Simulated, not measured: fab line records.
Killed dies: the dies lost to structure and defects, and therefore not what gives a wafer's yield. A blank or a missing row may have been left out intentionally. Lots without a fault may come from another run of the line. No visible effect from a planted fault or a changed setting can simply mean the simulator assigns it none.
Which of the tools did it?	flow sky130	24 lots, 72 wafers sampled, at 1 step of a route of 708

== WHAT EACH GAUGE READ, for each wafer ==
SKY_POLY_CUT_OVL_MEAS_09. Usual: POLY_CUT_OVL -1 nm, standard deviation 4.3.
lot	measured	on	POLY_CUT_OVL (nm)	flag
L074	day 25 14:25	overlay-02	3 4 3	
L076	day 25 18:02	overlay-02	-4 1 0	
L075	day 25 18:16	overlay-02	-2 0 -3	
L077	day 25 18:28	overlay-01	-10 -7 -13	
L078	day 25 20:11	overlay-01	-1 -1 4	
L079	day 25 20:19	overlay-02	-1 1 4	
L080	day 26 21:02	overlay-02	2 5 1	
L081	day 26 22:31	overlay-01	4 1 -1	
L082	day 27 04:22	overlay-01	-3 3 1	
L083	day 27 09:49	overlay-01	0 0 0	
L085	day 27 21:11	overlay-02	-3 -2 -5	
L084	day 28 00:13	overlay-02	-2 -6 -6	
L086	day 28 13:01	overlay-02	0 9 6	
L087	day 28 14:55	overlay-02	1 5 1	
L088	day 28 21:37	overlay-02	0 -9 1	
L089	day 29 06:50	overlay-02	2 3 1	
L090	day 30 01:01	overlay-02	-7 3 -5	
L091	day 30 03:34	overlay-02	-1 -4 -3	
L092	day 30 20:10	overlay-02	-8 -10 -6	
L093	day 30 20:40	overlay-01	-5 -5 -3	
L094	day 31 06:38	overlay-02	0 -4 1	
L095	day 31 10:19	overlay-01	4 1 7	
L096	day 31 14:04	overlay-01	-8 6 -6	
L097	day 32 01:53	overlay-02	-3 -5 -6	

== WHICH TOOL RAN EACH LOT (tool, then ch and the chambers of the sampled wafers, then the start) ==
The record shows no process step preceding these readings.

== AS READ BY THE TOOLS THEMSELVES (means over the sampled wafers that have a number; for cases with no such wafer, the mark the record gives instead) ==
The record holds no such reading with a usual standard deviation.

== THE ANSWER, worked out from the rows above alone ==
Rule: lot off if the mean of its wafers having a number is beyond 3 standard deviations from the usual mean. Also off: a lot with no number at a reading for which 4 or more lots have one. All remaining lots with rows at the step are treated as sound. Order of review: gauges by route order, followed by the tools' own readings, for which a lot's mean as printed above is used. The first step at which some lot is off is used, and at that step the reading that is off furthest; a lot without a number counts as furthest.
None of the lots is off at any reading shown; this tells nothing.

== WHAT THE SIMULATOR PUT IN ==
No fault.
